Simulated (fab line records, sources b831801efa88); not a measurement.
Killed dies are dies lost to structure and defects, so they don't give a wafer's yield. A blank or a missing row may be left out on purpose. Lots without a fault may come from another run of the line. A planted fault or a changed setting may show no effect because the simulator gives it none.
Split-lot experiment | flow sky130 | 5 lots, 23 wafers read, on a route of 708 steps

THE SPLIT
At SKY_VIA3_SPUTTER_20 (material TiN, target thk 20 nm, time 80 s), the setting chamber_pressure_pa was moved away from the recipe's 5 Pa on 10 of the 23 wafers read, by +12.8% to +13.8%. The other wafers ran this setting at the recipe's value.

The reading is taken at the split's own step.

THE READING
TiN_of_VIA3_SPUTTER_20.thk_nm (the simulator's own value, which no gauge read), in nm, at SKY_VIA3_SPUTTER_20 (material TiN, target thk 20 nm, time 80 s). The file gives no usual value for it. The 13 wafers here that ran the recipe average 19.96 nm, standard deviation 0.19 nm.

wafer  | tool, chamber at the split | chamber_pressure_pa as run, Pa | against the recipe | TiN_of_VIA3_SPUTTER_20.thk_nm, nm | against lot-mates on the recipe
L076.2 | pvd_sputter-01, -          | 5                              | recipe             | 19.87                             | -
L076.3 | pvd_sputter-01, -          | 5                              | recipe             | 19.9                              | -
L076.4 | pvd_sputter-01, -          | 5                              | recipe             | 20.32                             | -
L080.1 | pvd_sputter-02, -          | 5                              | recipe             | 20.24                             | -
L080.2 | pvd_sputter-02, -          | 5                              | recipe             | 19.8                              | -
L080.3 | pvd_sputter-02, -          | 5                              | recipe             | 19.88                             | -
L080.4 | pvd_sputter-02, -          | 5                              | recipe             | 19.84                             | -
L080.6 | pvd_sputter-02, -          | 5                              | recipe             | 20.27                             | -
L081.1 | pvd_sputter-04, -          | 5.688                          | +13.8%             | 17.75                             | no lot-mate on the recipe
L081.2 | pvd_sputter-04, -          | 5.688                          | +13.8%             | 17.6                              | no lot-mate on the recipe
L081.3 | pvd_sputter-04, -          | 5.688                          | +13.8%             | 17.68                             | no lot-mate on the recipe
L081.4 | pvd_sputter-04, -          | 5.688                          | +13.8%             | 17.67                             | no lot-mate on the recipe
L081.5 | pvd_sputter-04, -          | 5.688                          | +13.8%             | 17.54                             | no lot-mate on the recipe
L083.2 | pvd_sputter-04, -          | 5                              | recipe             | 19.78                             | -
L083.3 | pvd_sputter-04, -          | 5                              | recipe             | 20.02                             | -
L083.4 | pvd_sputter-04, -          | 5                              | recipe             | 19.83                             | -
L083.5 | pvd_sputter-04, -          | 5                              | recipe             | 19.74                             | -
L083.6 | pvd_sputter-04, -          | 5                              | recipe             | 19.97                             | -
L082.1 | pvd_sputter-01, -          | 5.64                           | +12.8%             | 18.17                             | no lot-mate on the recipe
L082.2 | pvd_sputter-01, -          | 5.64                           | +12.8%             | 18.34                             | no lot-mate on the recipe
L082.3 | pvd_sputter-01, -          | 5.64                           | +12.8%             | 18.22                             | no lot-mate on the recipe
L082.4 | pvd_sputter-01, -          | 5.64                           | +12.8%             | 18.24                             | no lot-mate on the recipe
L082.6 | pvd_sputter-01, -          | 5.64                           | +12.8%             | 18.37                             | no lot-mate on the recipe

THE FIT
A straight line over all 23 wafers: TiN_of_VIA3_SPUTTER_20.thk_nm changes by -0.152 nm for each +1% of chamber_pressure_pa; r = -0.98; the points scatter about the line by 0.23 nm.
Too few moved wafers have a lot-mate on the recipe to fit a line with each lot's own level taken away.

THE FILE'S OWN FIT
TiN_of_VIA3_SPUTTER_20.thk_nm changes by -0.152 nm for each +1% of chamber_pressure_pa, r = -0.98.
